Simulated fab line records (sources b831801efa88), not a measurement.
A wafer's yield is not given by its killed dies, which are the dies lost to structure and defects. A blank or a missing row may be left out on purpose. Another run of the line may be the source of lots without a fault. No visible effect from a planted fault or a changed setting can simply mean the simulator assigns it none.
The tool behind it: which one?	flow sky130	Sampling: 15 lots, 45 wafers, 2 of 708 route steps

WHAT THE GAUGES READ, wafer by wafer
SKY_LDD_HVN_TW_MEAS_10.
lot	measured	on	LDD_HVN_TW
L189	day 21 20:17	film_metro-03	1422 1434 1442
L190	day 21 20:53	film_metro-01	1450 1444 1456
L192	day 23 00:15	film_metro-01	1435 1438 1443
L191	day 23 00:50	film_metro-03	30 30 30
L194	day 23 08:20	film_metro-01	30 30 30
L193	day 23 18:08	film_metro-02	30 30 30
L196	day 24 08:23	film_metro-01	1443 1438 1439
L198	day 24 18:03	film_metro-01	1445 1436 1438
L202	day 25 04:44	film_metro-03	1427 1429 1433
L204	day 26 03:42	film_metro-02	1434 1434 1421
L205	day 26 12:53	film_metro-02	1441 1435 1430
L206	day 27 04:09	film_metro-02	1425 1433 1428
L208	day 27 07:02	film_metro-01	1440 1436 1440
L211	day 28 06:35	film_metro-01	1441 1435 1443
L212	day 28 11:08	film_metro-03	1422 1433 1434

TOOL THAT RAN EACH LOT (tool first, then ch and the chambers of the sampled wafers, then the start)
lot	SKY_LDD_HVN_IMPLANT_08
L189	implanter-03 ch 0, day 21 20:02
L190	implanter-03 ch 0, day 21 20:38
L192	implanter-03 ch 0, day 23 00:01
L191	implanter-01, day 23 00:35
L194	implanter-01, day 23 08:05
L193	implanter-03, day 23 17:53
L196	implanter-02 ch 0, day 24 08:08
L198	implanter-03 ch 0, day 24 17:50
L202	implanter-03 ch 0, day 25 04:29
L204	implanter-03 ch 0, day 26 03:29
L205	implanter-01 ch 0, day 26 12:39
L206	implanter-03 ch 0, day 27 03:56
L208	implanter-03 ch 0, day 27 06:47
L211	implanter-03 ch 0, day 28 06:20
L212	implanter-03 ch 0, day 28 10:53
- SKY_LDD_HVN_IMPLANT_08

AS READ BY THE TOOLS THEMSELVES (means over the sampled wafers that have a number; for cases with no such wafer, the mark the record gives instead)
SKY_LDD_HVN_IMPLANT_08.
lot	tool	beam_energy_keV	beam_on_s (s)
L189	implanter-03	59.989	9.91
L190	implanter-03	59.976	10.16
L192	implanter-03	59.999	9.86
L191	implanter-01	-	-
L194	implanter-01	-	-
L193	implanter-03	-	-
L196	implanter-02	60.015	10.01
L198	implanter-03	59.999	10.14
L202	implanter-03	59.984	9.98
L204	implanter-03	60.008	10.15
L205	implanter-01	60.021	10.10
L206	implanter-03	59.993	9.99
L208	implanter-03	60.000	9.74
L211	implanter-03	60.012	9.94
L212	implanter-03	60.001	9.91

THE ANSWER, worked out from the rows above alone
Rule: the lots themselves supply what counts as usual. Put in order of their means at a reading, lots are off if they are a third of the lots or fewer, leave a main group of 4 or more, and stand apart from it by a gap of 3 or more times the standard deviation of the main group's means; of several such gaps the widest counts. A main group is skipped when, at the precision printed for the reading in the tables above, its means are all equal. A lot without any number at a reading at which 4 lots or more have one is off too. The other lots that the step has rows for count as sound. Order of review: gauges by route order, followed by the tools' own readings, for which a lot's mean as printed above is used. At the first step where some lot is off, the reading lying furthest off is the one used; lots without a number count as furthest.
Off: L191, L194, L193, at SKY_LDD_HVN_TW_MEAS_10 (LDD_HVN_TW). The main group: mean 1436, standard deviation 6.
A tool fits if, at a process step before that reading, it ran every lot that is off, and no sound lot after the first of them. The gauges at SKY_LDD_HVN_TW_MEAS_10 aren't tried: what is off there is off at SKY_LDD_HVN_IMPLANT_08 too, on other tools, and a gauge's error can't cause that. None of those tried fits.

WHAT HAD BEEN PUT IN BY THE SIMULATOR
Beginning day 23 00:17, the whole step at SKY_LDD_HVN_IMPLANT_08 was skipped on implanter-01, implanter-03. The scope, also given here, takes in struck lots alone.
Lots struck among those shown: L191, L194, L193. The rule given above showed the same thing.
